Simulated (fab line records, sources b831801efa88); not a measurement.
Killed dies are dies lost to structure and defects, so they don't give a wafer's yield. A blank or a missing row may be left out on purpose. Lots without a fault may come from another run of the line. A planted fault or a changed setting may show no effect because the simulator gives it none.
fab line records | flow gf180mcu
record lots=6 wafers=18 last_day=34
route steps=602 shown V4@491 MIM@503
lots that met no fault: from a run of the same line without faults
start_h: hours from the record's first day to the start of the lot's first wafer shown | wait_h: hours since the lot's step before | " the same as in the row above | L1.1+2: a row that stands for several wafers | - no value, or no start given | * or withheld: withheld | < > ~ a bound
route shown NAME@n: a module of which the file shows steps, and the number in the route of the first | usual: mean/standard deviation of fault-free wafers | same: alike in all rows | chamber/n: place in a boat | sites: the reading at each site | _std_site: their standard deviation | _edge_site: outer sites' mean less inner sites' | radius_mm: how far each site lies from the wafer's centre | mask NAME#n: copy n | behind: the tool/chamber that last shaped the wafer | hold: why the lot was held/for how many hours/how that ended | device: the transistor (n, p or np) that didn't switch | end of line: the same wafers' tests at the end of the route | a step without rows: its recipe alone | killed: dies lost to structure and defects at the first sort, not the wafer's yield | map: a wafer's dies, x killed, . not, _ none there
set.NAME: the setting as run; set.NAME@STEP: as run at that earlier step | model.NAME: the simulator's own value behind a step, which no gauge read
lots at some steps of the route; a table a step, a row a wafer
services: from which hour (start_h, from the record's first day; less than 0 if before it) a tool's chamber was out of use, for how many hours, and why
## steps
# step GF_V4_OVL_MEAS_15
# usual V4_OVL=1/6.2
# columns lot.wafer tool chamber start_h wait_h V4_OVL[nm]
L338.2 overlay-02 - 576.30 0.1 -7
L338.3 " - " " -9
L338.6 " - " " -14
L341.1 overlay-01 - 593.29 0.1 14
L341.4 " - " " 13
L341.5 " - " " 14
L342.1 overlay-01 - 601.57 0.1 -2
L342.3 " - " " 0
L342.5 " - " " 4
L354.3 overlay-01 - 690.77 0.1 0
L354.4 " - " " -2
L354.5 " - " " 2
L359.1 overlay-02 - 724.79 0.1 7
L359.2 " - " " 5
L359.4 " - " " 2
L360.2 overlay-01 - 725.83 0.1 -1
L360.3 " - " " -8
L360.6 " - " " -3
# step GF_V4_ETCH_16
# recipe chemistry=N2/H2 target_depth_a=withheld overetch_a=withheld time_s=withheld target=BARC ion_energy_ev=200 source_w=500 bias_w=100 pressure_mtorr=30 n2_flow_sccm=100 h2_flow_sccm=200
# usual drypump_motor_current_A=5.7/0.32 oes_product_au=0.855/0.0047 throttle_valve_pct=13.225/0.0086
# columns lot.wafer tool chamber start_h wait_h drypump_motor_current_A oes_product_au throttle_valve_pct
L338.2 rie_diel-03 3 576.33 0.0 5.8 0.855 13.224
L338.3 " 1 " " 5.9 0.856 13.222
L338.6 " 0 " " 6.2 0.850 13.225
L341.1 rie_diel-03 2 593.33 0.0 5.3 0.850 13.217
L341.4 " 1 " " 5.9 0.850 13.229
L341.5 " 3 " " 5.8 0.849 13.222
L342.1 rie_diel-03 3 601.61 0.0 5.8 0.860 13.237
L342.3 " 1 " " 5.9 0.851 13.225
L342.5 " 1 " " 5.9 0.859 13.241
L354.3 rie_diel-01 1 690.79 0.0 5.3 0.852 13.223
L354.4 " 1 " " 5.3 0.857 13.229
L354.5 " 2 " " 5.7 0.854 13.227
L359.1 rie_diel-01 1 724.83 0.0 5.3 0.850 13.230
L359.2 " 2 " " 5.7 0.850 13.214
L359.4 " 0 " " 5.0 0.858 13.242
L360.2 rie_diel-02 1 725.86 0.0 5.8 0.851 13.245
L360.3 " 2 " " 5.8 0.845 13.239
L360.6 " 0 " " 5.9 0.855 13.230
# step GF_V4_ETCH_17
# recipe chemistry=C4F8/O2/Ar mask_material=KrF target=SiO2 stop_on=TiN source_w=1500 bias_w=1200 pressure_mtorr=40 c4f8_flow_sccm=withheld O2_flow_sccm=6 Ar_flow_sccm=300 time_s=withheld target_depth_a=6300
# step GF_V4_STRIP_18
# recipe chemistry=O2/N2 power_w=1400 pressure_mtorr=1500 platen_temp_c=250 o2_flow_sccm=3000 n2_flow_sccm=300 overash_fraction=0.5
# usual drypump_motor_current_A=5.8/0.42 heater_power_w=335/28 oes_product_au=0.593/0.0048
# columns lot.wafer tool chamber start_h wait_h drypump_motor_current_A heater_power_w oes_product_au rf_hours_counter_h
L338.2 plasma_asher-03 1 576.46 - 5.7 337 0.599 50
L338.3 " 0 " " 5.4 355 0.590 -
L338.6 " 0 " " 5.4 356 0.597 -
L341.1 plasma_asher-02 0 593.46 - 6.1 338 0.597 18
L341.4 " 1 " " 5.9 310 0.587 -
L341.5 " 1 " " 5.9 311 0.595 -
L342.1 plasma_asher-02 1 601.74 - 5.9 307 0.592 20
L342.3 " 0 " " 6.1 341 0.601 -
L342.5 " 0 " " 6.1 344 0.593 -
L354.3 plasma_asher-01 0 690.95 - 5.1 288 0.593 -
L354.4 " 1 " " 6.4 375 0.591 -
L354.5 " 0 " " 5.1 282 0.595 -
L359.1 plasma_asher-01 0 724.96 - 5.1 288 0.597 102
L359.2 " 1 " " 6.4 377 0.595 102
L359.4 " 1 " " 6.4 386 0.583 -
L360.2 plasma_asher-03 0 725.99 - 5.4 360 0.593 67
L360.3 " 0 " " 5.4 359 0.587 -
L360.6 " 1 " " 5.7 335 0.602 -
# step GF_V4_STRIP_19
# recipe chemistry=post_etch_residue_remover time_s=1200 temp_c=72.5
# step GF_V4_CLEAN_20
# recipe chemistry=DIW dry=n2_spin
# step GF_V4_SPUTTER_21
# recipe material=Ti target_thk_nm=15 chamber_pressure_pa=5 power_w=2500 substrate_temp_c=200 time_s=80.02
# step GF_V4_SPUTTER_22
# recipe material=TiN target_thk_nm=10 chamber_pressure_pa=5 power_w=4000 time_s=40
# step GF_V4_CVD_23
# recipe material=W target_thk_nm=350 time_s=104.9 temp_c=400 pressure_torr=40
# usual heater_power_w=864/39
# columns lot.wafer tool chamber start_h wait_h heater_power_w since_wet_clean_h
L338.2 cvd_w-01 0 577.09 0.0 824 673
L338.3 " 1 " " 940 -
L338.6 " 0 " " 821 -
L341.1 cvd_w-01 1 594.10 0.0 900 690
L341.4 " 1 " " 884 -
L341.5 " 0 " " 834 -
L342.1 cvd_w-02 0 602.40 0.0 846 198
L342.3 " 1 " " 901 -
L342.5 " 1 " " 891 -
L354.3 cvd_w-01 1 691.62 0.1 913 -
L354.4 " 0 " " 829 -
L354.5 " 1 " " 912 -
L359.1 cvd_w-02 0 725.59 0.0 821 322
L359.2 " 1 " " 889 322
L359.4 " 1 " " 877 -
L360.2 cvd_w-02 1 726.66 0.0 883 323
L360.3 " 1 " " 894 -
L360.6 " 1 " " 892 -
# step GF_V4_RS_MEAS_24
# recipe thk_meas_gauge=four-point-probe reads=W_of_V4_CVD_23+TiN_of_V4_SPUTTER_22+Ti_of_V4_SPUTTER_21
# usual V4_W_RS=0.330/0.0042
# columns lot.wafer tool chamber start_h wait_h V4_W_RS[ohm/sq]
L338.2 film_metro-04 - 577.23 0.1 0.331
L338.3 " - " " 0.328
L338.6 " - " " 0.333
L341.1 film_metro-02 - 594.21 0.1 0.326
L341.4 " - " " 0.326
L341.5 " - " " 0.332
L342.1 film_metro-03 - 602.52 0.1 0.338
L342.3 " - " " 0.339
L342.5 " - " " 0.338
L354.3 film_metro-03 - 691.74 0.1 0.326
L354.4 " - " " 0.324
L354.5 " - " " 0.326
L359.1 film_metro-04 - 725.70 0.1 0.328
L359.2 " - " " 0.337
L359.4 " - " " 0.336
L360.2 film_metro-04 - 726.79 0.1 0.331
L360.3 " - " " 0.334
L360.6 " - " " 0.339
# step GF_V4_THK_MEAS_25
# recipe thk_meas_gauge=xrf reads=W_of_V4_CVD_23
# usual V4_W_THK=345/5
# columns lot.wafer tool chamber start_h wait_h V4_W_THK[nm]
L338.2 film_metro-04 - 577.34 0.1 344
L338.3 " - " " 347
L338.6 " - " " 341
L341.1 film_metro-02 - 594.33 0.1 353
L341.4 " - " " 350
L341.5 " - " " 348
L342.1 film_metro-03 - 602.64 0.1 337
L342.3 " - " " 337
L342.5 " - " " 339
L354.3 film_metro-03 - 691.84 0.1 351
L354.4 " - " " 354
L354.5 " - " " 350
L359.1 film_metro-04 - 725.82 0.1 351
L359.2 " - " " 341
L359.4 " - " " 343
L360.2 film_metro-04 - 726.90 0.1 347
L360.3 " - " " 344
L360.6 " - " " 341
# step GF_V4_CMP_26
# recipe stop_on=SiO2 down_force_psi=3.5 platen_rpm=60 t_overpolish_s=15 target_thk_nm=0 pad_velocity_m_s=0.94248
# usual motor_current_A=10.9/0.51 overpolish_run_s=15.001/0.0093 slurry_flow_ml_min=150.0/0.46 time_to_endpoint_s=86/3.8
# columns lot.wafer tool chamber start_h wait_h motor_current_A overpolish_run_s slurry_flow_ml_min time_to_endpoint_s
L338.3 cmp-02 0 577.44 0.1 11.1 15.002 149.7 86
L338.2 " 2 " " 11.7 15.006 150.4 89
L338.6 " 0 " " 11.4 15.018 150.0 88
L341.4 cmp-01 3 594.39 0.0 10.2 15.009 150.5 86
L341.1 " 1 " " 10.6 14.986 150.1 91
L341.5 " 0 " " 11.0 15.008 150.4 90
L342.1 cmp-02 3 602.70 0.1 10.7 15.015 150.3 84
L342.3 " 2 " " 11.5 15.004 150.2 86
L342.5 " 0 " " 11.5 15.015 150.4 91
L354.4 cmp-01 2 691.93 0.1 10.2 14.978 150.1 88
L354.3 " 3 " " 10.6 15.009 150.1 82
L354.5 " 2 " " 10.5 15.003 149.7 87
L359.2 cmp-02 3 725.88 0.0 10.8 14.995 149.3 80
L359.4 " 0 " " 11.2 14.994 149.9 86
L359.1 " 2 " " 11.1 14.999 149.5 89
L360.2 cmp-01 3 727.05 0.1 10.2 15.005 150.3 80
L360.3 " 0 " " 10.8 15.008 150.7 87
L360.6 " 1 " " 11.3 14.996 150.2 78
# step GF_MIM_SPUTTER_00
# recipe material=Ti target_thk_nm=37.5 arriving_ion_energy_ev=80 substrate_temp_c=200 chamber_pressure_pa=2 power_w=4000 time_s=150
# usual cathode_dc_power_W=4000.0/0.72 chamber_pressure_pa=2.000/0.004 throttle_valve_pct=30.1/1.1
# columns lot.wafer tool chamber start_h wait_h cathode_dc_power_W chamber_pressure_pa throttle_valve_pct
L338.2 pvd_sputter-01 - 577.69 0.1 3999.5 1.999 30.1
L338.3 " - " " 4000.1 2.000 30.3
L338.6 " - " " 4000.1 1.997 30.1
L341.1 pvd_sputter-03 - 594.69 0.1 - - -
L341.4 " - " " - - -
L341.5 " - " " - - -
L342.1 pvd_sputter-02 - 603.00 0.2 - - -
L342.3 " - " " - - -
L342.5 " - " " - - -
L354.3 pvd_sputter-02 - 692.18 0.1 3999.9 2.000 30.4
L354.4 " - " " 3998.7 2.000 31.1
L354.5 " - " " 4000.0 1.994 31.6
L359.1 pvd_sputter-02 - 726.18 0.1 4000.0 1.998 28.5
L359.2 " - " " 3999.6 1.996 31.7
L359.4 " - " " 3999.5 1.998 30.4
L360.2 pvd_sputter-03 - 727.25 0.1 3999.2 1.998 29.5
L360.3 " - " " 3999.7 2.008 28.4
L360.6 " - " " 4000.7 2.003 28.3
# step GF_MIM_SPUTTER_01
# recipe material=TiN target_thk_nm=30 power_w=6500 time_s=25 chamber_pressure_pa=0.4
# usual cathode_dc_power_W=6500.0/1.3 chamber_pressure_pa=0.4000/0.00081 throttle_valve_pct=30.1/1.1
# columns lot.wafer tool chamber start_h wait_h cathode_dc_power_W chamber_pressure_pa throttle_valve_pct
L338.2 pvd_sputter-01 - 577.79 0.1 6499.3 0.3995 30.4
L338.3 " - " " 6501.8 0.3998 30.0
L338.6 " - " " 6500.2 0.4010 30.3
L341.1 pvd_sputter-03 - 594.79 0.1 6500.5 0.4002 28.6
L341.4 " - " " 6497.9 0.4011 30.4
L341.5 " - " " 6500.1 0.4005 30.3
L342.1 pvd_sputter-02 - 603.10 0.1 6499.3 0.3991 28.4
L342.3 " - " " 6500.1 0.3991 31.7
L342.5 " - " " 6500.6 0.3979 30.3
L354.3 pvd_sputter-02 - 692.28 0.1 6497.6 0.3996 30.2
L354.4 " - " " 6502.0 0.4009 31.7
L354.5 " - " " 6497.8 0.4008 31.5
L359.1 pvd_sputter-02 - 726.28 0.1 6501.3 0.4000 28.5
L359.2 " - " " 6500.2 0.4011 31.4
L359.4 " - " " 6500.5 0.4005 30.2
L360.2 pvd_sputter-03 - 727.35 0.1 6500.5 0.4008 29.6
L360.3 " - " " 6499.3 0.3992 28.1
L360.6 " - " " 6501.4 0.3980 28.3
## services
# columns tool chamber start_h hours kind
cvd_w-02 1 554.85 13.3 repair
plasma_asher-03 - 556.08 2.8 pm
cvd_w-02 0 558.57 25.5 repair
rie_diel-03 1 564.41 1.5 repair
plasma_asher-01 - 565.65 17.3 repair
cvd_w-01 - 570.38 2.1 repair
cmp-01 - 572.00 4.0 pm
plasma_asher-01 - 582.91 28.1 pm
cmp-01 - 588.35 0.2 repair
cmp-02 - 617.91 6.9 pm
rie_diel-01 1 620.16 1.5 repair
cvd_w-02 - 622.98 0.4 repair
cmp-02 - 624.81 6.2 pm
cvd_w-02 - 625.51 0.8 repair
cmp-01 - 627.46 0.4 repair
plasma_asher-01 - 631.97 1.2 repair
pvd_sputter-02 - 643.24 2.2 repair
cvd_w-02 1 656.04 9.2 repair
cmp-02 - 668.48 1.2 repair
rie_diel-01 0 688.49 7.9 repair
pvd_sputter-03 - 700.83 8.9 repair
cmp-02 - 706.17 1.6 repair
cmp-02 - 713.50 11.2 repair
plasma_asher-02 - 714.62 5.3 repair
## key
first_sign step=GF_MIM_SPUTTER_00 reading=tool_record direction=missing
effect none on later readings
met_at GF_MIM_SPUTTER_00
struck_wafers L341.1,L341.4,L341.5,L342.1,L342.3,L342.5
later_rows_left_out L341.1,L341.4,L341.5,L342.1,L342.3,L342.5
sort_left_out L341.1,L341.4,L341.5,L342.1,L342.3,L342.5
fault kind=skipped_step_whole tool=pvd_sputter-02,pvd_sputter-03 chamber=- onset_h=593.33 steps=GF_MIM_SPUTTER_00 scope=struck_lots_only
# sort_left_out: the simulated sort isn't trusted on such a fault, so these wafers' sort isn't shown, and their yield isn't known
# later_rows_left_out: the simulator's readings of these wafers behind a module that went badly wrong aren't trusted and aren't shown, but for the sort
